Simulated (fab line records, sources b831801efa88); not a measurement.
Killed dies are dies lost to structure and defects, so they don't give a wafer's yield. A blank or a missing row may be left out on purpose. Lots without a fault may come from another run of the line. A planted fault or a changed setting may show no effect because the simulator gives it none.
Problem report in the 8D (eight disciplines) form, filled by code | flow sky130 | the parts of the form that need people (team, actions taken, sign-off) are left out

1. THE PROBLEM
FIELD_ISO_OXIDATION_01_THK at SKY_FIELD_ISO_THK_MEAS_23 reads a mean of 5.85 nm on 6 wafers of 2 lots; wafers without a fault read 10.08 nm with a standard deviation of 0.18. That is -24 standard deviations from the usual mean.
First seen on wafer L560.1, day 2 20:27, on film_metro-03. The record holds 33 wafers of 11 lots with a number at this step. Rule for "out", or "out of limits": more than 4 standard deviations from the usual mean. The other wafers with a number count as sound.

2. WHAT IT IS AND WHAT IT IS NOT
question                    | is                         | is not
which readings at this step | FIELD_ISO_OXIDATION_01_THK | -
which lots                  | L560, L561                 | L559, L563, L572, L573, L574, L576, L578, L579, L580
which wafers of those lots  | all that have a number     | -
read on which gauges        | film_metro-03              | film_metro-01, film_metro-02
when                        | from day 2 20:27           | up to then (3 sound wafers); but 24 sound wafers of L563, L572, L573, L574, L576, L578, L579, L580 came after

3. SUSPECTS, AND WHAT RULES EACH OUT
Counting: a tool at a process step up to the reading stays a suspect if it ran every lot that is out and no sound lot after the first of them.
- the gauge at SKY_FIELD_ISO_THK_MEAS_23: ruled out. All the wafers that are out were read on film_metro-03, but those of them that SKY_FIELD_ISO_OXIDATION_22 has rows for are out there too, on other tools.
- furnace-01 at SKY_FIELD_ISO_OXIDATION_22 (stabilise 600 s, purge 300 s, target thk 10 nm): ruled out as a lasting fault. Sound lots L580 ran on it after its first lot that is out, L560 (day 2 19:16).
Left after counting: nothing in the record.

4. THE CAUSE (what the simulator had put in)
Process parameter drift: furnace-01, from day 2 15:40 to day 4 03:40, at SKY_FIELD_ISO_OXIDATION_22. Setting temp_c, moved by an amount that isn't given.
Counting ruled it out, wrongly: the rule takes a fault to strike every lot that its tool runs from its start on, and this one did not.

5. THE CHAIN OF EFFECTS, in route order
Each row: a reading whose mean over the struck wafers that have a number lies more than 3 standard deviations from the usual. Only readings for which the record gives a usual standard deviation are gone through. hours: the time from each lot's start at the first step in this table that gives one to its start at this step, as a median over the lots. sigmas: the change in usual standard deviations.
hours | step                       | reading                    | usual    | on struck wafers | change | sigmas
0     | SKY_FIELD_ISO_OXIDATION_22 | spike_tc_bottom_C          | 964.8 C  | 916.0            | -48.8  | -41
0     | SKY_FIELD_ISO_OXIDATION_22 | spike_tc_centre_C          | 951.1 C  | 902.8            | -48.3  | -44
0     | SKY_FIELD_ISO_OXIDATION_22 | spike_tc_lower_C           | 950.7 C  | 903.8            | -46.9  | -43
0     | SKY_FIELD_ISO_OXIDATION_22 | spike_tc_top_C             | 960.3 C  | 911.0            | -49.3  | -29
0     | SKY_FIELD_ISO_OXIDATION_22 | spike_tc_upper_C           | 950.7 C  | 900.8            | -49.9  | -28
0     | SKY_FIELD_ISO_OXIDATION_22 | tube_center_temp_C         | 950 C    | 903              | -47    | -99 or more
0     | SKY_FIELD_ISO_OXIDATION_22 | tube_center_temp_C_max     | 952.5    | 905.3            | -47.2  | -99 or more
0     | SKY_FIELD_ISO_OXIDATION_22 | zone_power_centre_pct      | 22.2 %   | 18.8             | -3.4   | -5.3
0     | SKY_FIELD_ISO_OXIDATION_22 | zone_power_lower_pct       | 19.1 %   | 15.7             | -3.4   | -4.5
1     | SKY_FIELD_ISO_THK_MEAS_23  | FIELD_ISO_OXIDATION_01_THK | 10.08 nm | 5.85             | -4.23  | -24
The process steps in it:
- SKY_FIELD_ISO_OXIDATION_22: stabilise 600 s, purge 300 s, target thk 10 nm.

6. WHAT WOULD HAVE CAUGHT IT SOONER
In this record the first reading out of limits at a measuring or inspecting step was taken at day 2 20:27, 5 hours after the fault began at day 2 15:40.
The tool's own readings at SKY_FIELD_ISO_OXIDATION_22 were out on every struck wafer that the step has a row for (spike_tc_bottom_C, spike_tc_centre_C, spike_tc_lower_C, spike_tc_top_C, spike_tc_upper_C, tube_center_temp_C, tube_center_temp_C_max, zone_power_centre_pct, zone_power_lower_pct): an alarm limit on them would have fired on the first of those.
